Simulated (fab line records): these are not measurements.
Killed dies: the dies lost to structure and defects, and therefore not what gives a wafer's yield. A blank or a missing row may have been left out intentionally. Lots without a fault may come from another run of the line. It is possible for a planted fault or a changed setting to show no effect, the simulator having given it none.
Matching of chambers || flow sky130 || cmp-02 running SKY_VIA2_CMP_24: 4 sister chambers
The step polishes, stops on SiO2, t overpolish 20 s, target thk 0 nm. 4 wafers are shown with their chamber, then 12 later ones without.

## WAFERS PAIRED WITH THEIR CHAMBERS
{"wafer": "L087.2", "chamber": 2, "motor current A (A)": 12.4}
{"wafer": "L087.3", "chamber": 1, "motor current A (A)": 10.5}
{"wafer": "L088.1", "chamber": 0, "motor current A (A)": 10.3}
{"wafer": "L088.6", "chamber": 3, "motor current A (A)": 13.7}

## WAFERS WHOSE CHAMBER IS MISSING
{"wafer": "L090.3", "motor current A (A)": 13.2}
{"wafer": "L090.5", "motor current A (A)": 14.2}
{"wafer": "L090.6", "motor current A (A)": 12.3}
{"wafer": "L094.2", "motor current A (A)": 9.9}
{"wafer": "L094.3", "motor current A (A)": 10.0}
{"wafer": "L094.4", "motor current A (A)": 13.7}
{"wafer": "L095.1", "motor current A (A)": 10.3}
{"wafer": "L095.3", "motor current A (A)": 13.8}
{"wafer": "L095.5", "motor current A (A)": 10.6}
{"wafer": "L097.2", "motor current A (A)": 12.4}
{"wafer": "L097.4", "motor current A (A)": 10.8}
{"wafer": "L097.5", "motor current A (A)": 9.4}

## WHICH CHAMBER EACH ONE RAN IN
{"wafer": "L090.3", "from the rows above": "can't be placed: 3 or 2", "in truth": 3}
{"wafer": "L090.5", "from the rows above": 3, "in truth": 3}
{"wafer": "L090.6", "from the rows above": 2, "in truth": 2}
{"wafer": "L094.2", "from the rows above": "can't be placed: 0 or 1", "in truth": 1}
{"wafer": "L094.3", "from the rows above": "can't be placed: 0 or 1", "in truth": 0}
{"wafer": "L094.4", "from the rows above": 3, "in truth": 3}
{"wafer": "L095.1", "from the rows above": "can't be placed: 0 or 1", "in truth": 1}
{"wafer": "L095.3", "from the rows above": 3, "in truth": 3}
{"wafer": "L095.5", "from the rows above": "can't be placed: 1 or 0", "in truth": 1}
{"wafer": "L097.2", "from the rows above": 2, "in truth": 2}
{"wafer": "L097.4", "from the rows above": "can't be placed: 1 or 0", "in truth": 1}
{"wafer": "L097.5", "from the rows above": "can't be placed: 0 or 1", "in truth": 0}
Correctly placed: 5 of 12. From these rows, 7 cannot be placed; in 7 the true chamber is one of the candidates. Number placed wrongly: 0.
How it was worked out, from the rows above alone: a wafer's distance from a chamber is the root of the sum, over the readings, of the square of ((its reading less the chamber's mean) divided by the reading's scatter). If the next closest chamber is less than 2 further off than the closest, the wafer can't be placed; otherwise it belongs to the closest. A chamber's mean is the mean of its shown wafers. The scatter: root of mean squared gap, hidden wafer to nearest shown wafer, with one shown wafer a chamber.
